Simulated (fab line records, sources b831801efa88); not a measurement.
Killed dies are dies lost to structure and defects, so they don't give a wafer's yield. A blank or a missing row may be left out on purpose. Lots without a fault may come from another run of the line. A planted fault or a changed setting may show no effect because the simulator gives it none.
fab line records | flow sky130
record lots=5 wafers=23
route steps=708 shown METAL3@567 VIA3@584 METAL4@598 CAP2M@605 VIA4@639 METAL5@664
start_h: hours from the record's first day to the start of the lot's first wafer shown | wait_h: hours since the lot's step before | " the same as in the row above | L1.1+2: a row that stands for several wafers | - no value, or no start given | * or withheld: withheld | < > ~ a bound
route shown NAME@n: a module of which the file shows steps, and the number in the route of the first | usual: mean/standard deviation of fault-free wafers | same: alike in all rows | chamber/n: place in a boat | sites: the reading at each site | _std_site: their standard deviation | _edge_site: outer sites' mean less inner sites' | radius_mm: how far each site lies from the wafer's centre | mask NAME#n: copy n | behind: the tool/chamber that last shaped the wafer | hold: why the lot was held/for how many hours/how that ended | device: the transistor (n, p or np) that didn't switch | end of line: the same wafers' tests at the end of the route | a step without rows: its recipe alone | killed: dies lost to structure and defects at the first sort, not the wafer's yield | map: a wafer's dies, x killed, . not, _ none there
set.NAME: the setting as run; set.NAME@STEP: as run at that earlier step | model.NAME: the simulator's own value behind a step, which no gauge read
lots whose settings were changed on purpose; a table a step, a row a wafer
## steps
# step SKY_METAL3_ETCH_17
# recipe target=SiO2 stop_on=TiN chemistry=C4F8/O2/Ar source_w=1500 bias_w=1200 pressure_mtorr=40 c4f8_flow_sccm=withheld O2_flow_sccm=6 Ar_flow_sccm=300 time_s=3.9 target_depth_a=150
# columns lot.wafer tool chamber start_h wait_h set.time_s
L077.1+4+6 rie_diel-02 0,3,2 926.31 0.1 3.9
L078.1+4 rie_diel-03 2,1 935.36 0.1 3.9
L078.2+5+6 " 0,0,1 " " 3.589
L081.1+3+4 rie_diel-02 0,2,3 974.74 0.1 3.9
L081.2+5 " 1,3 " " 4.128
L083.1+3+4+5+6 rie_diel-03 3,1,0,2,1 975.06 0.1 3.9
L082.2+3+4+5+6 rie_diel-02 0,2,3,0,1 975.99 0.1 3.9
# step SKY_METAL3_METAL_ETCH_18
# recipe target_depth_a=8450 stop_on=SiO2 over_etch_frac=0.3 time_s=183.1 chemistry=Cl2/BCl3 resist_sidewall_deg=88 pressure_mtorr=10 icp_w=900 bias_w=48.5 Cl2_flow_sccm=60 bcl3_flow_sccm=30
# columns lot.wafer tool chamber start_h wait_h set.dose_mj@METAL3_EXPOSE_10 model.METAL3.cd_nm
L077.1 rie_metal-03 1 926.33 0.0 28 294.2
L077.4 " 1 " " 28 290.9
L077.6 " 1 " " 28 296.2
L078.1 rie_metal-01 0 935.38 0.0 26.38 310.6
L078.2 " 1 " " 28 298.9
L078.4 " 1 " " 26.38 313.4
L078.5 " 0 " " 26.38 314.6
L078.6 " 1 " " 28 299.9
L081.1 rie_metal-02 1 974.76 0.0 26.21 307.2
L081.2 " 1 " " 26.21 313.3
L081.3 " 1 " " 28 295.2
L081.4 " 1 " " 28 298.4
L081.5 " 1 " " 26.21 309.2
L083.1 rie_metal-03 0 975.08 0.0 26.69 314.4
L083.3 " 1 " " 26.69 306.8
L083.4 " 0 " " 26.69 315.2
L083.5 " 1 " " 28 297.9
L083.6 " 0 " " 28 308.7
L082.2 rie_metal-02 1 976.07 0.1 28 297.9
L082.3 " 1 " " 28 306.2
L082.4 " 1 " " 27.03 309.7
L082.5 " 1 " " 28 305.1
L082.6 " 1 " " 27.03 307.9
# step SKY_VIA3_DEVELOP_11
# recipe develop_time_s=60 resist=KrF-thick dev_temp_c=21
# columns lot.wafer tool chamber start_h wait_h set.dev_temp_c
L077.1+4+6 litho_track-03 0 - - 21
L078.1+2+4 litho_track-01 0 - - 23.62
L078.5+6 " 0 " " 21
L081.1+4 litho_track-01 0 - - 21
L081.2+3+5 " 0 " " 24.47
L083.1+3+6 litho_track-04 0 - - 24.59
L083.4+5 " 0 " " 21
L082.2+3+6 litho_track-01 0 - - 23.83
L082.4+5 " 0 " " 21
# step SKY_VIA3_CD_MEAS_12
# recipe target_cd_nm=200
# usual cd_nm=199.8/1.5
# columns lot.wafer tool chamber start_h wait_h set.dev_temp_c@VIA3_DEVELOP_11 cd_nm
L077.1 cd_sem-01 - 952.67 - 21 197.6
L077.4 " - " " 21 197.2
L077.6 " - " " 21 198.8
L078.1 cd_sem-02 - 960.22 - 23.62 202.3
L078.2 " - " " 23.62 203.9
L078.4 " - " " 23.62 202.8
L078.5 " - " " 21 200.3
L078.6 " - " " 21 200.2
L081.1 cd_sem-01 - 1000.17 - 21 197.0
L081.2 " - " " 24.47 201.1
L081.3 " - " " 24.47 201.1
L081.4 " - " " 21 199.0
L081.5 " - " " 24.47 200.3
L083.1 cd_sem-02 - 1000.29 - 24.59 204.3
L083.3 " - " " 24.59 202.9
L083.4 " - " " 21 200.4
L083.5 " - " " 21 202.4
L083.6 " - " " 24.59 205.6
L082.2 cd_sem-01 - 1001.49 - 23.83 203.8
L082.3 " - " " 23.83 204.6
L082.4 " - " " 21 201.6
L082.5 " - " " 21 199.9
L082.6 " - " " 23.83 204.7
# step SKY_METAL4_SPUTTER_00
# recipe material=Ti target_thk_nm=15 power_w=3000 time_s=10 chamber_pressure_pa=0.4
# columns lot.wafer tool chamber start_h wait_h set.power_w model.Ti_of_METAL4_SPUTTER_00.thk_nm
L077.1 pvd_sputter-02 - 954.22 0.1 3000 14.9
L077.4 " - " " 3000 15.07
L077.6 " - " " 3000 15.08
L078.1 pvd_sputter-03 - 961.73 0.1 3000 14.97
L078.2 " - " " 2645 13.29
L078.4 " - " " 2645 12.88
L078.5 " - " " 3000 15.01
L078.6 " - " " 2645 13.24
L081.1 pvd_sputter-04 - 1001.73 0.2 3232 16.46
L081.2 " - " " 3232 16.19
L081.3 " - " " 3000 15.1
L081.4 " - " " 3000 15.19
L081.5 " - " " 3000 15.16
L083.1 pvd_sputter-03 - 1003.03 0.2 3000 14.8
L083.3 " - " " 3353 16.88
L083.4 " - " " 3353 16.81
L083.5 " - " " 3000 15.18
L083.6 " - " " 3353 16.58
L082.2 pvd_sputter-02 - 1003.18 0.2 2708 13.44
L082.3 " - " " 3000 15.08
L082.4 " - " " 2708 13.45
L082.5 " - " " 3000 15.04
L082.6 " - " " 3000 14.87
# step SKY_CAP2M_SPUTTER_02
# recipe material=TiN target_thk_nm=200 temp_c=300 power_w=6500 time_s=166.7 chamber_pressure_pa=0.4
# columns lot.wafer tool chamber start_h wait_h set.power_w model.TiN_of_CAP2M_SPUTTER_02.thk_nm
L077.1 pvd_sputter-01 - 954.47 0.1 6500 199.5
L077.4 " - " " 6500 196.1
L077.6 " - " " 6500 195
L078.1 pvd_sputter-02 - 961.97 0.1 6500 202.7
L078.2 " - " " 6885 212.2
L078.4 " - " " 6500 201.7
L078.5 " - " " 6885 212.5
L078.6 " - " " 6500 202.6
L081.1 pvd_sputter-02 - 1001.96 0.1 6198 191
L081.2 " - " " 6198 191.5
L081.3 " - " " 6500 199.7
L081.4 " - " " 6500 199.9
L081.5 " - " " 6198 189
L083.1 pvd_sputter-01 - 1003.26 0.1 6500 201.2
L083.3 " - " " 6500 199.5
L083.4 " - " " 6179 191.7
L083.5 " - " " 6500 199.1
L083.6 " - " " 6179 190.1
L082.2 pvd_sputter-03 - 1003.43 0.0 5790 174.7
L082.3 " - " " 6500 197.2
L082.4 " - " " 5790 176.7
L082.5 " - " " 5790 177.2
L082.6 " - " " 6500 198.4
# step SKY_CAP2M_RS_MEAS_03
# recipe thk_meas_gauge=four-point-probe reads=TiN_of_CAP2M_SPUTTER_02
# usual CAP2M_TIN_RS=6.94/0.077
# columns lot.wafer tool chamber start_h wait_h set.power_w@CAP2M_SPUTTER_02 CAP2M_TIN_RS[ohm/sq]
L077.1 film_metro-04 - 954.58 0.1 6500 6.91
L077.4 " - " " 6500 7.04
L077.6 " - " " 6500 7.07
L078.1 film_metro-02 - 962.08 0.1 6500 6.81
L078.2 " - " " 6885 6.51
L078.4 " - " " 6500 6.84
L078.5 " - " " 6885 6.50
L078.6 " - " " 6500 6.82
L081.1 film_metro-02 - 1002.07 0.1 6198 7.25
L081.2 " - " " 6198 7.24
L081.3 " - " " 6500 6.92
L081.4 " - " " 6500 6.91
L081.5 " - " " 6198 7.31
L083.1 film_metro-02 - 1003.37 0.1 6500 6.88
L083.3 " - " " 6500 6.94
L083.4 " - " " 6179 7.22
L083.5 " - " " 6500 6.93
L083.6 " - " " 6179 7.26
L082.2 film_metro-04 - 1003.56 0.1 5790 7.94
L082.3 " - " " 6500 7.00
L082.4 " - " " 5790 7.82
L082.5 " - " " 5790 7.82
L082.6 " - " " 6500 6.95
# step SKY_CAP2M_THK_MEAS_04
# recipe thk_meas_gauge=xrf reads=TiN_of_CAP2M_SPUTTER_02
# usual CAP2M_TIN_THK=196.2/2.3
# columns lot.wafer tool chamber start_h wait_h set.power_w@CAP2M_SPUTTER_02 CAP2M_TIN_THK[nm]
L077.1 film_metro-04 - 954.70 0.1 6500 196.8
L077.4 " - " " 6500 193.1
L077.6 " - " " 6500 192.2
L078.1 film_metro-02 - 962.20 0.1 6500 200.5
L078.2 " - " " 6885 209.1
L078.4 " - " " 6500 199.2
L078.5 " - " " 6885 210.4
L078.6 " - " " 6500 200.0
L081.1 film_metro-02 - 1002.19 0.1 6198 188.3
L081.2 " - " " 6198 188.7
L081.3 " - " " 6500 196.8
L081.4 " - " " 6500 197.0
L081.5 " - " " 6198 185.8
L083.1 film_metro-02 - 1003.49 0.1 6500 198.1
L083.3 " - " " 6500 197.3
L083.4 " - " " 6179 188.3
L083.5 " - " " 6500 195.8
L083.6 " - " " 6179 186.6
L082.2 film_metro-04 - 1003.67 0.1 5790 172.1
L082.3 " - " " 6500 194.0
L082.4 " - " " 5790 174.2
L082.5 " - " " 5790 174.8
L082.6 " - " " 6500 195.8
# step SKY_CAP2M_DEVELOP_11
# recipe resist=NOVOLAK developer=TMAH develop_time_s=60 dev_temp_c=23
# columns lot.wafer tool chamber start_h wait_h set.dev_temp_c
L077.1+4+6 litho_track-04 0 978.14 0.1 23
L078.1+4+5 litho_track-04 0 985.29 0.1 23
L078.2+6 " 0 " " 26.13
L081.1+3+5 litho_track-01 0 1025.37 0.1 23
L081.2+4 " 0 " " 23.94
L083.1+3+4 litho_track-04 0 1026.09 0.1 21.71
L083.5+6 " 0 " " 23
L082.2+6 litho_track-04 0 1026.41 0.1 24.95
L082.3+4+5 " 0 " " 23
# step SKY_CAP2M_METAL_ETCH_13
# recipe target_depth_nm=220 stop_on=SiO2 chemistry=Cl2/BCl3 target=TiN pressure_mtorr=10 icp_w=900 bias_w=48.5 Cl2_flow_sccm=60 bcl3_flow_sccm=30 time_s=62.9
# usual oes_product_au=0.939/0.0072
# columns lot.wafer tool chamber start_h wait_h set.power_w@CAP2M_SPUTTER_02 set.dev_temp_c@CAP2M_DEVELOP_11 oes_product_au model.CAP2M.feature_depth_nm model.CAP2M.cd_nm
L077.1 rie_metal-04 0 978.32 0.0 6500 23 0.937 199.5 994.7
L077.4 " 1 " " 6500 23 0.933 196.1 996.7
L077.6 " 0 " " 6500 23 0.930 195 997.3
L078.1 rie_metal-03 1 985.47 0.0 6500 23 0.952 202.7 998.4
L078.2 " 0 " " 6885 26.13 0.973 - 1008
L078.4 " 0 " " 6500 23 0.945 201.7 997.7
L078.5 " 1 " " 6885 23 0.969 - 997.4
L078.6 " 0 " " 6500 26.13 0.942 202.6 1005
L081.1 rie_metal-01 0 1025.56 0.0 6198 23 0.922 191 997.4
L081.2 " 1 " " 6198 23.94 0.913 191.5 1004
L081.3 " 1 " " 6500 23 0.940 199.7 998.8
L081.4 " 0 " " 6500 23.94 0.940 199.9 1003
L081.5 " 0 " " 6198 23 0.909 189 1000
L083.1 rie_metal-04 0 1026.27 0.0 6500 21.71 0.945 201.2 997
L083.3 " 0 " " 6500 21.71 0.951 199.5 995.5
L083.4 " 1 " " 6179 21.71 0.924 191.7 995.6
L083.5 " 1 " " 6500 23 0.940 199.1 998.9
L083.6 " 0 " " 6179 23 0.912 190.1 1001
L082.2 rie_metal-04 0 1026.57 0.0 5790 24.95 0.874 - 1007
L082.3 " 1 " " 6500 23 0.936 197.2 999.9
L082.4 " 0 " " 5790 23 0.875 - 999.8
L082.5 " 0 " " 5790 23 0.878 - 1001
L082.6 " 1 " " 6500 24.95 0.941 198.4 1008
# step SKY_VIA4_HDPCVD_00
# recipe material=SiO2 target_thk_nm=1750 sigma_open_frac=0.3 time_s=291.7 temp_c=400 sih4_flow_sccm=60 pressure_mtorr=6
# columns lot.wafer tool chamber start_h wait_h set.sih4_flow_sccm model.SiO2_of_VIA4_HDPCVD_00.thk_nm
L077.1 hdpcvd-01 2 1004.45 0.0 60 1750
L077.4 " 2 " " 60 1754
L077.6 " 0 " " 60 1775
L078.1 hdpcvd-02 2 1010.62 0.0 54.72 1595
L078.2 " 0 " " 60 1779
L078.4 " 1 " " 54.72 1589
L078.5 " 0 " " 60 1738
L078.6 " 2 " " 54.72 1599
L081.1 hdpcvd-02 1 1051.11 0.0 60 1758
L081.2+3 " 2,0 " " 60 -
L081.4 " 0 " " 60 1749
L081.5 " 2 " " 60 1771
L083.1 hdpcvd-02 2 1051.66 0.0 57.32 1684
L083.3+6 " 1 " " 60 -
L083.4 " 2 " " 60 1776
L083.5 " 0 " " 57.32 -
L082.2+3 hdpcvd-02 0,1 1052.07 0.0 56.33 -
L082.4 " 1 " " 60 1771
L082.5 " 0 " " 60 -
L082.6 " 2 " " 56.33 1635
# step SKY_VIA4_THK_MEAS_01
# recipe reads=SiO2_of_VIA4_HDPCVD_00
# usual VIA4_HDPCVD_THK=1752/15
# columns lot.wafer tool chamber start_h wait_h set.sih4_flow_sccm@VIA4_HDPCVD_00 VIA4_HDPCVD_THK[nm]
L077.1 film_metro-04 - 1004.63 0.1 60 1750
L077.4 " - " " 60 1754
L077.6 " - " " 60 1775
L078.1 film_metro-04 - 1010.80 0.1 54.72 1595
L078.2 " - " " 60 1780
L078.4 " - " " 54.72 1589
L078.5 " - " " 60 1737
L078.6 " - " " 54.72 1599
L081.1 film_metro-01 - 1051.28 0.1 60 1757
L081.2 " - " " 60 1763
L081.3 " - " " 60 1736
L081.4 " - " " 60 1751
L081.5 " - " " 60 1771
L083.1 film_metro-01 - 1051.83 0.1 57.32 1684
L083.3 " - " " 60 1757
L083.4 " - " " 60 1776
L083.5 " - " " 57.32 1658
L083.6 " - " " 60 1769
L082.2 film_metro-03 - 1052.26 0.1 56.33 1636
L082.3 " - " " 56.33 1655
L082.4 " - " " 60 1771
L082.5 " - " " 60 1749
L082.6 " - " " 56.33 1636
# step SKY_VIA4_SPUTTER_17
# recipe material=TiN target_thk_nm=20 chamber_pressure_pa=5 power_w=4000 time_s=80
# columns lot.wafer tool chamber start_h wait_h set.power_w model.TiN_of_VIA4_SPUTTER_17.thk_nm
L077.1 pvd_sputter-03 - 1029.43 0.0 4000 19.69
L077.4 " - " " 4000 19.7
L077.6 " - " " 4000 19.62
L078.1 pvd_sputter-03 - 1035.33 0.0 4000 19.91
L078.2 " - " " 4423 22.31
L078.4 " - " " 4423 22.29
L078.5 " - " " 4423 22.36
L078.6 " - " " 4000 20.07
L081.1 pvd_sputter-04 - 1073.75 0.0 4000 19.91
L081.2 " - " " 4474 22.49
L081.3 " - " " 4474 22.46
L081.4 " - " " 4000 20.17
L081.5 " - " " 4474 22.33
L083.1 pvd_sputter-03 - 1074.69 0.0 4000 19.75
L083.3 " - " " 4000 20.16
L083.4 " - " " 4000 19.68
L083.5 " - " " 4000 20.11
L083.6 " - " " 4000 20.06
L082.2 pvd_sputter-04 - 1075.77 0.0 4000 20.05
L082.3 " - " " 4000 19.96
L082.4+6 " - " " 4000 20.19
L082.5 " - " " 4000 20.06
# step SKY_METAL5_SPUTTER_03
# recipe material=Ti target_thk_nm=5 power_w=3000 time_s=3.3 chamber_pressure_pa=0.4
# columns lot.wafer tool chamber start_h wait_h set.time_s model.Ti_of_METAL5_SPUTTER_03.thk_nm
L077.1 pvd_sputter-04 - 1030.22 0.0 3.3 4.89
L077.4 " - " " 3.3 4.825
L077.6 " - " " 3.3 4.768
L078.1 pvd_sputter-02 - 1036.39 0.0 3.3 5.067
L078.2 " - " " 3.3 5.004
L078.4 " - " " 3.3 4.988
L078.5 " - " " 3.3 5.039
L078.6 " - " " 3.3 5.051
L081.1 pvd_sputter-02 - 1074.55 0.0 3.3 5.055
L081.2 " - " " 3.003 4.451
L081.3 " - " " 3.003 4.709
L081.4 " - " " 3.3 5.175
L081.5 " - " " 3.3 5.151
L083.1 pvd_sputter-01 - 1075.73 0.0 3.3 4.98
L083.3 " - " " 3.015 4.538
L083.4 " - " " 3.3 5.03
L083.5 " - " " 3.015 4.574
L083.6 " - " " 3.015 4.513
L082.2 pvd_sputter-04 - 1076.57 0.0 2.855 4.363
L082.3 " - " " 2.855 4.319
L082.4 " - " " 3.3 4.828
L082.5 " - " " 2.855 4.403
L082.6 " - " " 3.3 4.824
# step SKY_METAL5_METAL_ETCH_15
# recipe target_depth_a=12600 stop_on=SiO2 over_etch_frac=0.2 time_s=252 chemistry=Cl2/BCl3 resist_sidewall_deg=86 pressure_mtorr=10 icp_w=900 bias_w=48.5 Cl2_flow_sccm=60 bcl3_flow_sccm=30
# columns lot.wafer tool chamber start_h wait_h set.time_s model.NOVOLAK_of_METAL5_COAT_09.thk_nm model.METAL5.cd_nm model.SiO2_of_VIA4_HDPCVD_00.thk_nm
L077.1 rie_metal-02 1 1053.51 0.0 252 1042 1600 550
L077.4 " 1 " " 252 1032 1602 548.7
L077.6 " 1 " " 252 1040 1598 550.1
L078.1 rie_metal-03 1 1059.71 0.0 283.5 948.2 1596 547.6
L078.2 " 0 " " 283.5 941.4 1594 546.9
L078.4 " 0 " " 283.5 947.3 1594 547.4
L078.5 " 1 " " 252 1042 1607 550.9
L078.6 " 0 " " 252 1034 1605 550.7
L081.1 rie_metal-02 0 1094.32 0.0 284.5 955.7 1581 546.3
L081.2 " 1 " " 252 - 1597 -
L081.3 " 1 " " 284.5 - 1585 -
L081.4 " 0 " " 284.5 957.2 1581 545.4
L081.5 " 0 " " 252 1049 1596 549.9
L083.1 rie_metal-03 0 1094.82 0.0 252 1043 1599 550
L083.3 " 1 " " 252 - 1607 -
L083.4 " 0 " " 262.8 1012 1597 548.7
L083.5 " 1 " " 262.8 - 1604 -
L083.6 " 0 " " 252 - 1602 -
L082.2 rie_metal-04 1 1096.77 0.0 225.3 - 1594 -
L082.3 " 1 " " 252 - 1585 -
L082.4 " 0 " " 225.3 1111 1602 551.9
L082.5 " 1 " " 252 - 1581 -
L082.6 " 0 " " 225.3 1105 1600 551.6
# step SKY_METAL5_STRIP_16
# recipe chemistry=O2/N2 power_w=1400 pressure_mtorr=1500 platen_temp_c=withheld o2_flow_sccm=3000 n2_flow_sccm=300 overash_fraction=0.5
# usual strip_time_to_endpoint_s=13.10/0.096
# columns lot.wafer tool chamber start_h wait_h set.time_s@METAL5_METAL_ETCH_15 strip_time_to_endpoint_s
L077.1 plasma_asher-02 1 1053.74 0.2 252 13.17
L077.4 " 0 " " 252 13.03
L077.6 " 1 " " 252 13.14
L078.1 plasma_asher-02 0 1059.94 0.2 283.5 12.12
L078.2 " 1 " " 283.5 12.05
L078.4 " 1 " " 283.5 12.11
L078.5 " 0 " " 252 13.17
L078.6 " 1 " " 252 13.07
L081.1 plasma_asher-01 1 1094.56 0.2 284.5 12.20
L081.2 " 0 " " 252 13.18
L081.3 " 0 " " 284.5 12.00
L081.4 " 1 " " 284.5 12.24
L081.5 " 0 " " 252 13.24
L083.1 plasma_asher-02 1 1095.13 0.2 252 13.16
L083.3 " 0 " " 252 13.30
L083.4 " 1 " " 262.8 12.80
L083.5 " 1 " " 262.8 12.97
L083.6 " 0 " " 252 13.18
L082.2 plasma_asher-01 1 1097.01 0.2 225.3 14.01
L082.3 " 0 " " 252 13.02
L082.4 " 1 " " 225.3 13.94
L082.5 " 1 " " 252 13.03
L082.6 " 0 " " 225.3 13.85
## key
split step=SKY_METAL3_ETCH_17 setting=time_s stated=3.9 by=wafer
response none clear
split step=SKY_VIA3_DEVELOP_11 setting=dev_temp_c stated=21 by=wafer
response step=SKY_VIA3_CD_MEAS_12 reading=cd_nm change=+0.197 per=1% r=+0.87
split step=SKY_METAL4_SPUTTER_00 setting=power_w stated=3000 by=wafer
response step=SKY_METAL4_SPUTTER_00 reading=model.Ti_of_METAL4_SPUTTER_00.thk_nm change=+0.155 per=1% r=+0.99
split step=SKY_CAP2M_SPUTTER_02 setting=power_w stated=6500 by=wafer
response step=SKY_CAP2M_SPUTTER_02 reading=model.TiN_of_CAP2M_SPUTTER_02.thk_nm change=+1.91 per=1% r=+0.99
response step=SKY_CAP2M_RS_MEAS_03 reading=CAP2M_TIN_RS change=-0.0737 per=1% r=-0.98
response step=SKY_CAP2M_THK_MEAS_04 reading=CAP2M_TIN_THK change=+1.9 per=1% r=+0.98
response step=SKY_CAP2M_METAL_ETCH_13 reading=oes_product_au change=+0.0054 per=1% r=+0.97
response step=SKY_CAP2M_METAL_ETCH_13 reading=model.CAP2M.feature_depth_nm change=+1.9 per=1% r=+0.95
split step=SKY_CAP2M_DEVELOP_11 setting=dev_temp_c stated=23 by=wafer
response step=SKY_CAP2M_METAL_ETCH_13 reading=model.CAP2M.cd_nm change=+0.74 per=1% r=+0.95
split step=SKY_VIA4_HDPCVD_00 setting=sih4_flow_sccm stated=60 by=wafer
response step=SKY_VIA4_HDPCVD_00 reading=model.SiO2_of_VIA4_HDPCVD_00.thk_nm change=+19.4 per=1% r=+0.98
response step=SKY_VIA4_THK_MEAS_01 reading=VIA4_HDPCVD_THK change=+19.2 per=1% r=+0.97
split step=SKY_VIA4_SPUTTER_17 setting=power_w stated=4000 by=wafer
response step=SKY_VIA4_SPUTTER_17 reading=model.TiN_of_VIA4_SPUTTER_17.thk_nm change=+0.21 per=1% r=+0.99
split step=SKY_METAL5_SPUTTER_03 setting=time_s stated=3.3 by=wafer
response step=SKY_METAL5_SPUTTER_03 reading=model.Ti_of_METAL5_SPUTTER_03.thk_nm change=+0.045 per=1% r=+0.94
split step=SKY_METAL5_METAL_ETCH_15 setting=time_s stated=252 by=wafer
response step=SKY_METAL5_METAL_ETCH_15 reading=model.NOVOLAK_of_METAL5_COAT_09.thk_nm change=-7.32 per=1% r=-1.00
response step=SKY_METAL5_METAL_ETCH_15 reading=model.METAL5.cd_nm change=-1.12 per=1% r=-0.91
response step=SKY_METAL5_METAL_ETCH_15 reading=model.SiO2_of_VIA4_HDPCVD_00.thk_nm change=-0.294 per=1% r=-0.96
response step=SKY_METAL5_STRIP_16 reading=strip_time_to_endpoint_s change=* per=1% r=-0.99
split outside_this_file step=SKY_METAL3_EXPOSE_10 setting=dose_mj
# split outside_this_file: this setting was split too, and the file shows its column; the key of that split is in another file
